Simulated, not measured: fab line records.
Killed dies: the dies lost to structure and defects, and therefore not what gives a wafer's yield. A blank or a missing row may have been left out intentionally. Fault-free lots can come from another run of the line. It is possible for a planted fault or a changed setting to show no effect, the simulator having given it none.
fab line records + flow gf180mcu
record:
- lots: 7
- wafers: 21
- last_day: 34
route steps=602 shown V5@566 TOP_METAL@567
lots untouched by any fault: they come from a run of this same line in which no faults occurred
start_h: hours from the record's opening day to when the first of the lot's shown wafers began + wait_h: hours elapsed since this lot's preceding step + " as in the row above + L1.1+2: a single row standing in for several wafers + - no value, or no start was given + * or withheld: withheld + < > ~ a bound
route shown NAME@n: a module of which the file shows steps, and the number in the route of the first + usual: mean/standard deviation taken from wafers without a fault + same: alike in all rows + chamber/n: place in a boat + sites: each site's reading + _std_site: their standard deviation + _edge_site: inner sites' mean taken away from outer sites' mean + radius_mm: how far each site lies from the wafer's centre + mask NAME#n: copy n + behind: the last tool/chamber to shape the wafer + hold: why the lot went on hold/how many hours it stayed there/how the hold came to an end + device: names the non-switching transistor (n, p or np) + end of line: tests run on the same wafers once the route is complete + a step with no rows: only its recipe + killed: dies lost to structure and defects at the first sort, not the wafer's yield + map: per-die view of a wafer (x killed, . not killed, _ where there is no die)
set.NAME: the setting that was run; set.NAME@STEP: the one run at that earlier step + model.NAME: the simulator's own value behind a step, which no gauge read
lots seen at some steps along the route; tables by step, rows by wafer
services: from which hour (start_h, from the record's first day; less than 0 if before it) a tool's chamber was out of use, for how many hours, and why
== steps ==
step: GF_V5_CMP_26
recipe:
- stop_on: SiO2
- down_force_psi: 3.5
- platen_rpm: 60
- t_overpolish_s: 15
- target_thk_nm: 0
- pad_velocity_m_s: 0.94248
usual:
- motor_current_A: 10.1/0.77
- overpolish_run_s: 15.000/0.0093
- retaining_ring_pressure_frac: 1.000/0.0049
- time_to_endpoint_s: 86/3.7
| lot.wafer | tool   | chamber | start_h | wait_h | motor_current_A | overpolish_run_s | retaining_ring_pressure_frac | time_to_endpoint_s |
|-----------|--------|---------|---------|--------|-----------------|------------------|------------------------------|--------------------|
| L982.1    | cmp-01 | 0       | 654.33  | 0.1    | 9.8             | 14.990           | 1.000                        | 80                 |
| L982.5    | "      | 3       | "       | "      | 9.4             | 15.017           | 1.000                        | 83                 |
| L982.6    | "      | 0       | "       | "      | 10.1            | 14.986           | 1.001                        | 80                 |
| L992.2    | cmp-02 | 0       | 724.25  | 0.1    | 10.9            | 15.002           | 0.990                        | 89                 |
| L992.6    | "      | 3       | "       | "      | 10.0            | 15.001           | 0.999                        | 87                 |
| L992.5    | "      | 0       | "       | "      | 11.7            | 15.002           | 0.987                        | 84                 |
| L994.2    | cmp-02 | 0       | 740.50  | 0.1    | 11.6            | 14.999           | 1.001                        | 88                 |
| L994.1    | "      | 2       | "       | "      | 9.8             | 15.006           | 0.997                        | 83                 |
| L994.5    | "      | 3       | "       | "      | 10.0            | 15.002           | 1.000                        | 89                 |
| L995.1    | cmp-02 | 1       | 748.81  | 3.8    | 11.3            | 15.005           | 1.000                        | 84                 |
| L995.4    | "      | 2       | "       | "      | 9.5             | 15.009           | 1.002                        | 88                 |
| L995.2    | "      | 0       | "       | "      | 11.6            | 15.016           | 0.998                        | 85                 |
| L996.2    | cmp-02 | 2       | 750.91  | 0.3    | 9.5             | 15.000           | 0.992                        | 85                 |
| L996.6    | "      | 2       | "       | "      | 9.5             | 14.989           | 0.994                        | 85                 |
| L996.5    | "      | 3       | "       | "      | 9.4             | 15.015           | 1.003                        | 90                 |
| L101.2    | cmp-02 | 3       | 775.35  | 0.0    | 9.5             | 15.011           | 0.999                        | 82                 |
| L101.3    | "      | 0       | "       | "      | 11.5            | 15.014           | 1.000                        | 83                 |
| L101.4    | "      | 1       | "       | "      | 11.3            | 14.997           | 1.001                        | 81                 |
| L102.1    | cmp-01 | 1       | 781.26  | 0.1    | 10.3            | 15.015           | 1.004                        | 88                 |
| L102.6    | "      | 0       | "       | "      | 9.6             | 15.001           | 1.003                        | 87                 |
| L102.5    | "      | 1       | "       | "      | 10.4            | 14.993           | 0.998                        | 90                 |
step: GF_TOP_METAL_SPUTTER_00
recipe:
- material: Ti
- target_thk_nm: 37.5
- arriving_ion_energy_ev: 80
- substrate_temp_c: 200
- chamber_pressure_pa: 2
- power_w: 4000
- time_s: 150
step: GF_TOP_METAL_SPUTTER_01
recipe:
- material: TiN
- target_thk_nm: 30
- power_w: 6500
- time_s: 25
- chamber_pressure_pa: 0.4
usual:
- cathode_dc_power_W: 6500.1/1.2
- throttle_valve_pct: 29.5/0.8
| lot.wafer | tool           | chamber | start_h | wait_h | cathode_dc_power_W | throttle_valve_pct |
|-----------|----------------|---------|---------|--------|--------------------|--------------------|
| L982.1    | pvd_sputter-02 | -       | 654.68  | 0.1    | 6499.5             | 30.1               |
| L982.5    | "              | -       | "       | "      | 6501.2             | 28.1               |
| L982.6    | "              | -       | "       | "      | 6502.1             | 29.9               |
| L992.2    | pvd_sputter-04 | -       | 724.60  | 0.1    | 6498.2             | 31.1               |
| L992.5    | "              | -       | "       | "      | 6499.7             | 31.0               |
| L992.6    | "              | -       | "       | "      | 6500.8             | 29.7               |
| L994.1    | pvd_sputter-01 | -       | 740.85  | 0.1    | 6500.0             | 27.9               |
| L994.2    | "              | -       | "       | "      | 6501.3             | 29.2               |
| L994.5    | "              | -       | "       | "      | 6500.0             | 28.9               |
| L995.1    | pvd_sputter-02 | -       | 749.21  | 0.1    | 6498.5             | 29.8               |
| L995.2    | "              | -       | "       | "      | 6501.1             | 28.4               |
| L995.4    | "              | -       | "       | "      | 6499.1             | 29.8               |
| L996.2    | pvd_sputter-04 | -       | 751.31  | 0.1    | 6500.8             | 29.8               |
| L996.5    | "              | -       | "       | "      | 6500.8             | 29.7               |
| L996.6    | "              | -       | "       | "      | 6501.2             | 29.7               |
| L101.2    | pvd_sputter-04 | -       | 775.75  | 0.1    | 6499.9             | 30.0               |
| L101.3    | "              | -       | "       | "      | 6500.5             | 29.8               |
| L101.4    | "              | -       | "       | "      | 6498.6             | 29.7               |
| L102.1    | pvd_sputter-04 | -       | 781.61  | 0.1    | 6499.7             | 29.7               |
| L102.5    | "              | -       | "       | "      | 6502.7             | 29.7               |
| L102.6    | "              | -       | "       | "      | 6498.3             | 30.0               |
step: GF_TOP_METAL_SPUTTER_02
recipe:
- material: AlCu
- target_thk_nm: 900
- power_w: 10600
- chamber_pressure_pa: 0.3
- substrate_temp_c: 250
- gas: Ar
- time_s: 47.82
usual:
- cathode_dc_power_W: 10600/2.1
- throttle_valve_pct: 29.6/0.79
| lot.wafer | tool           | chamber | start_h | wait_h | cathode_dc_power_W | throttle_valve_pct |
|-----------|----------------|---------|---------|--------|--------------------|--------------------|
| L982.1    | pvd_sputter-02 | -       | 654.71  | 0.0    | 10606              | 30.0               |
| L982.5    | "              | -       | "       | "      | 10603              | 28.0               |
| L982.6    | "              | -       | "       | "      | 10602              | 29.9               |
| L992.2    | pvd_sputter-04 | -       | 724.63  | 0.0    | 10598              | 31.1               |
| L992.5    | "              | -       | "       | "      | 10604              | 31.0               |
| L992.6    | "              | -       | "       | "      | 10600              | 29.8               |
| L994.1    | pvd_sputter-01 | -       | 740.88  | 0.0    | 10595              | 28.0               |
| L994.2    | "              | -       | "       | "      | 10603              | 29.0               |
| L994.5    | "              | -       | "       | "      | 10597              | 28.8               |
| L995.1    | pvd_sputter-02 | -       | 749.24  | 0.0    | 10602              | 29.7               |
| L995.2    | "              | -       | "       | "      | 10600              | 27.9               |
| L995.4    | "              | -       | "       | "      | 10603              | 29.6               |
| L996.2    | pvd_sputter-04 | -       | 751.34  | 0.0    | 10603              | 29.6               |
| L996.5    | "              | -       | "       | "      | 10597              | 30.0               |
| L996.6    | "              | -       | "       | "      | 10604              | 29.9               |
| L101.2    | pvd_sputter-04 | -       | 775.78  | 0.0    | 10598              | 29.9               |
| L101.3    | "              | -       | "       | "      | 10601              | 30.1               |
| L101.4    | "              | -       | "       | "      | 10595              | 30.0               |
| L102.1    | pvd_sputter-04 | -       | 781.64  | 0.0    | 10599              | 29.9               |
| L102.5    | "              | -       | "       | "      | 10603              | 29.6               |
| L102.6    | "              | -       | "       | "      | 10605              | 29.9               |
step: GF_TOP_METAL_SPUTTER_03
recipe:
- material: Ti
- target_thk_nm: 5
- substrate_temp_c: 300
- chamber_pressure_pa: 0.3
- power_w: 3000
- time_s: 3.3
usual:
- cathode_dc_power_W: 3000.0/0.6
- throttle_valve_pct: 29.5/0.81
| lot.wafer | tool           | chamber | start_h | wait_h | cathode_dc_power_W | throttle_valve_pct |
|-----------|----------------|---------|---------|--------|--------------------|--------------------|
| L982.1    | pvd_sputter-02 | -       | 654.76  | 0.0    | 3000.6             | 29.8               |
| L982.5    | "              | -       | "       | "      | 2999.6             | 27.8               |
| L982.6    | "              | -       | "       | "      | 2999.8             | 30.0               |
| L992.2    | pvd_sputter-04 | -       | 724.67  | 0.0    | 3000.7             | 30.8               |
| L992.5    | "              | -       | "       | "      | 3000.6             | 30.8               |
| L992.6    | "              | -       | "       | "      | 2999.9             | 29.6               |
| L994.1    | pvd_sputter-01 | -       | 740.92  | 0.0    | 3000.3             | 27.8               |
| L994.2    | "              | -       | "       | "      | 2999.4             | 29.6               |
| L994.5    | "              | -       | "       | "      | 2999.2             | 28.9               |
| L995.1    | pvd_sputter-02 | -       | 749.28  | 0.0    | 2999.2             | 29.9               |
| L995.2    | "              | -       | "       | "      | 3000.4             | 28.0               |
| L995.4    | "              | -       | "       | "      | 3000.8             | 29.8               |
| L996.2    | pvd_sputter-04 | -       | 751.38  | 0.0    | 3000.5             | 29.7               |
| L996.5    | "              | -       | "       | "      | 3000.7             | 30.1               |
| L996.6    | "              | -       | "       | "      | 2999.6             | 29.8               |
| L101.2    | pvd_sputter-04 | -       | 775.82  | 0.0    | 3000.6             | 29.9               |
| L101.3    | "              | -       | "       | "      | 3000.1             | 29.8               |
| L101.4    | "              | -       | "       | "      | 3000.0             | 29.4               |
| L102.1    | pvd_sputter-04 | -       | 781.68  | 0.0    | 3000.0             | 29.9               |
| L102.5    | "              | -       | "       | "      | 2999.6             | 29.7               |
| L102.6    | "              | -       | "       | "      | 2999.6             | 29.7               |
step: GF_TOP_METAL_SPUTTER_04
recipe:
- material: TiN
- target_thk_nm: 25
- power_w: 6500
- time_s: 20.8
- chamber_pressure_pa: 0.4
usual:
- cathode_dc_power_W: 6500.2/1
- throttle_valve_pct: 29.5/0.8
| lot.wafer | tool           | chamber | start_h | wait_h | cathode_dc_power_W | throttle_valve_pct |
|-----------|----------------|---------|---------|--------|--------------------|--------------------|
| L982.1    | pvd_sputter-02 | -       | 654.77  | 0.0    | 6499.9             | 29.8               |
| L982.5    | "              | -       | "       | "      | 6500.0             | 28.0               |
| L982.6    | "              | -       | "       | "      | 6502.1             | 29.9               |
| L992.2    | pvd_sputter-04 | -       | 724.69  | 0.0    | 6498.9             | 30.7               |
| L992.5    | "              | -       | "       | "      | 6501.3             | 30.9               |
| L992.6    | "              | -       | "       | "      | 6500.8             | 30.0               |
| L994.1    | pvd_sputter-01 | -       | 740.94  | 0.0    | 6500.4             | 27.8               |
| L994.2    | "              | -       | "       | "      | 6499.5             | 29.6               |
| L994.5    | "              | -       | "       | "      | 6499.7             | 29.0               |
| L995.1    | pvd_sputter-02 | -       | 749.30  | 0.0    | 6500.8             | 29.6               |
| L995.2    | "              | -       | "       | "      | 6500.6             | 28.1               |
| L995.4    | "              | -       | "       | "      | 6499.9             | 30.0               |
| L996.2    | pvd_sputter-04 | -       | 751.40  | 0.0    | 6499.6             | 29.6               |
| L996.5    | "              | -       | "       | "      | 6500.5             | 30.0               |
| L996.6    | "              | -       | "       | "      | 6501.1             | 29.5               |
| L101.2    | pvd_sputter-04 | -       | 775.84  | 0.0    | 6498.5             | 29.6               |
| L101.3    | "              | -       | "       | "      | 6498.4             | 30.0               |
| L101.4    | "              | -       | "       | "      | 6501.7             | 29.8               |
| L102.1    | pvd_sputter-04 | -       | 781.70  | 0.0    | 6499.1             | 29.9               |
| L102.5    | "              | -       | "       | "      | 6498.3             | 29.7               |
| L102.6    | "              | -       | "       | "      | 6500.1             | 29.7               |
step: GF_TOP_METAL_RS_MEAS_05
recipe:
- thk_meas_gauge: four-point-probe
- reads: TiN_of_TOP_METAL_SPUTTER_04+Ti_of_TOP_METAL_SPUTTER_03+AlCu_of_TOP_METAL_SPUTTER_02+TiN_of_TOP_METAL_SPUTTER_01+Ti_of_TOP_METAL_SPUTTER_00
usual:
- TOP_METAL_ALCU_RS: 0.03267/0.00028
| lot.wafer | tool          | chamber | start_h | wait_h | TOP_METAL_ALCU_RS[ohm/sq] |
|-----------|---------------|---------|---------|--------|---------------------------|
| L982.1    | film_metro-01 | -       | 654.80  | 0.0    | 0.03265                   |
| L982.5    | "             | -       | "       | "      | 0.03252                   |
| L982.6    | "             | -       | "       | "      | 0.03274                   |
| L992.2    | film_metro-01 | -       | 724.74  | 0.0    | 0.03277                   |
| L992.5    | "             | -       | "       | "      | 0.03299                   |
| L992.6    | "             | -       | "       | "      | 0.03325                   |
| L994.1    | film_metro-01 | -       | 740.97  | 0.0    | 0.0325                    |
| L994.2    | "             | -       | "       | "      | 0.03241                   |
| L994.5    | "             | -       | "       | "      | 0.03247                   |
| L995.1    | film_metro-03 | -       | 749.33  | 0.0    | 0.03266                   |
| L995.2    | "             | -       | "       | "      | 0.03233                   |
| L995.4    | "             | -       | "       | "      | 0.03242                   |
| L996.2    | film_metro-04 | -       | 751.45  | 0.0    | 0.03251                   |
| L996.5    | "             | -       | "       | "      | 0.03242                   |
| L996.6    | "             | -       | "       | "      | 0.03263                   |
| L101.2    | film_metro-01 | -       | 775.89  | 0.0    | 0.03275                   |
| L101.3    | "             | -       | "       | "      | 0.03283                   |
| L101.4    | "             | -       | "       | "      | 0.03246                   |
| L102.1    | film_metro-04 | -       | 781.73  | 0.0    | 0.03295                   |
| L102.5    | "             | -       | "       | "      | 0.03275                   |
| L102.6    | "             | -       | "       | "      | 0.03292                   |
step: GF_TOP_METAL_THK_MEAS_06
recipe:
- thk_meas_gauge: xrf
- reads: AlCu_of_TOP_METAL_SPUTTER_02
usual:
- TOP_METAL_ALCU_THK: 915/8.8
| lot.wafer | tool          | chamber | start_h | wait_h | TOP_METAL_ALCU_THK[nm] |
|-----------|---------------|---------|---------|--------|------------------------|
| L982.1    | film_metro-01 | -       | 654.92  | 0.1    | 922                    |
| L982.5    | "             | -       | "       | "      | 923                    |
| L982.6    | "             | -       | "       | "      | 912                    |
| L992.2    | film_metro-01 | -       | 724.85  | 0.1    | 912                    |
| L992.5    | "             | -       | "       | "      | 904                    |
| L992.6    | "             | -       | "       | "      | 897                    |
| L994.1    | film_metro-01 | -       | 741.09  | 0.1    | 915                    |
| L994.2    | "             | -       | "       | "      | 919                    |
| L994.5    | "             | -       | "       | "      | 915                    |
| L995.1    | film_metro-03 | -       | 749.45  | 0.1    | 923                    |
| L995.2    | "             | -       | "       | "      | 928                    |
| L995.4    | "             | -       | "       | "      | 922                    |
| L996.2    | film_metro-04 | -       | 751.56  | 0.1    | 921                    |
| L996.5    | "             | -       | "       | "      | 921                    |
| L996.6    | "             | -       | "       | "      | 917                    |
| L101.2    | film_metro-01 | -       | 776.00  | 0.1    | 911                    |
| L101.3    | "             | -       | "       | "      | 909                    |
| L101.4    | "             | -       | "       | "      | 924                    |
| L102.1    | film_metro-04 | -       | 781.85  | 0.1    | 911                    |
| L102.5    | "             | -       | "       | "      | 913                    |
| L102.6    | "             | -       | "       | "      | 914                    |
step: GF_TOP_METAL_DEHYDRATE_07
recipe:
- temp_c: 200
- time_s: 60
step: GF_TOP_METAL_HMDS_08
recipe:
- prime_time_s: 60
- prime_temp_c: 120
step: GF_TOP_METAL_COAT_09
recipe:
- resist: NOVOLAK
- spin_rpm: 3000
- resist_thk_nm: 1500
step: GF_TOP_METAL_SOFTBAKE_10
recipe:
- temp_c: 90
- time_s: 60
- resist: NOVOLAK
step: GF_TOP_METAL_EXPOSE_11
recipe:
- mask_id: MetalTop
- target_cd_nm: 440
- na: 0.6
- source_shape: conventional
- sigma_outer: 0.6
- dose_mj: 170
usual:
- exposure_dose_mJ_cm2: 170.02/0.13
- focus_offset_nm: -0.2/0.55
| lot.wafer | tool             | chamber | start_h | wait_h | mask       | exposure_dose_mJ_cm2 | focus_offset_nm |
|-----------|------------------|---------|---------|--------|------------|----------------------|-----------------|
| L982.1    | iline_stepper-01 | 0       | 664.41  | -      | MetalTop#0 | 169.95               | 0.0             |
| L982.5    | "                | 0       | "       | "      | MetalTop#0 | 169.80               | 0.4             |
| L982.6    | "                | 0       | "       | "      | MetalTop#0 | 169.96               | 0.8             |
| L992.2    | iline_stepper-02 | 0       | 733.29  | -      | MetalTop#0 | 170.16               | -0.5            |
| L992.5    | "                | 0       | "       | "      | MetalTop#0 | 170.30               | -1.0            |
| L992.6    | "                | 0       | "       | "      | MetalTop#0 | 170.27               | 0.2             |
| L994.1    | iline_stepper-01 | -       | 749.74  | -      | MetalTop#0 | -                    | -               |
| L994.2    | "                | -       | "       | "      | MetalTop#0 | -                    | -               |
| L994.5    | "                | -       | "       | "      | MetalTop#0 | -                    | -               |
| L995.1    | iline_stepper-02 | -       | 756.62  | -      | MetalTop#0 | -                    | -               |
| L995.2    | "                | -       | "       | "      | MetalTop#0 | -                    | -               |
| L995.4    | "                | -       | "       | "      | MetalTop#0 | -                    | -               |
| L996.2    | iline_stepper-02 | -       | 759.81  | -      | MetalTop#0 | -                    | -               |
| L996.5    | "                | -       | "       | "      | MetalTop#0 | -                    | -               |
| L996.6    | "                | -       | "       | "      | MetalTop#0 | -                    | -               |
| L101.2    | iline_stepper-02 | 0       | 784.26  | -      | MetalTop#0 | 169.86               | 0.0             |
| L101.3    | "                | 0       | "       | "      | MetalTop#0 | 169.98               | -0.9            |
| L101.4    | "                | 0       | "       | "      | MetalTop#0 | 170.06               | -0.4            |
| L102.1    | iline_stepper-01 | 0       | 789.74  | -      | MetalTop#0 | 170.04               | -1.2            |
| L102.5    | "                | 0       | "       | "      | MetalTop#0 | 170.04               | -0.7            |
| L102.6    | "                | 0       | "       | "      | MetalTop#0 | 170.21               | -0.6            |
step: GF_TOP_METAL_PEB_12
recipe:
- temp_c: withheld
- time_s: *
- resist: NOVOLAK
== services ==
| tool             | chamber | start_h | hours | kind                           |
|------------------|---------|---------|-------|--------------------------------|
| iline_stepper-01 | -       | 674.55  | 2.1   | pm                             |
| iline_stepper-01 | -       | 676.63  | -     | consumable_replace:lamp        |
| iline_stepper-01 | -       | 680.15  | 13.4  | repair                         |
| pvd_sputter-01   | -       | 689.62  | 0.5   | repair                         |
| cmp-02           | -       | 690.26  | 1.8   | repair                         |
| cmp-02           | -       | 701.33  | 1.1   | repair                         |
| cmp-02           | -       | 709.50  | 1.0   | repair                         |
| iline_stepper-01 | -       | 735.07  | 5.1   | repair                         |
| cmp-01           | -       | 743.38  | 4.8   | pm                             |
| cmp-02           | -       | 744.21  | 4.0   | pm                             |
| cmp-02           | -       | 748.21  | -     | consumable_replace:conditioner |
| cmp-02           | -       | 748.21  | -     | consumable_replace:pad         |
| cmp-02           | -       | 757.35  | 4.8   | repair                         |
| cmp-02           | -       | 769.03  | 0.8   | repair                         |
| pvd_sputter-01   | -       | 769.69  | 7.7   | repair                         |
| iline_stepper-01 | -       | 771.54  | 1.7   | pm                             |
== key ==
first_sign:
- step: GF_TOP_METAL_EXPOSE_11
- reading: tool_record
- direction: missing
effect none on later readings
met_at GF_TOP_METAL_EXPOSE_11
struck_wafers L994.1,L994.2,L994.5,L995.1,L995.2,L995.4,L996.2,L996.5,L996.6
later_rows_left_out L994.1,L994.2,L994.5,L995.1,L995.2,L995.4,L996.2,L996.5,L996.6
sort_left_out L994.1,L994.2,L994.5,L995.1,L995.2,L995.4,L996.2,L996.5,L996.6
onset_between 733.29 749.74
fault:
- kind: skipped_step_whole
- tool: iline_stepper-01,iline_stepper-02
- chamber: -
- onset_h: 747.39
- steps: GF_TOP_METAL_EXPOSE_11
- scope: struck_lots_only
sort_left_out: the simulated sort isn't trusted on such a fault, so these wafers' sort isn't shown, and their yield isn't known
later_rows_left_out: the simulator's readings of these wafers behind a module that went badly wrong aren't trusted and aren't shown, but for the sort
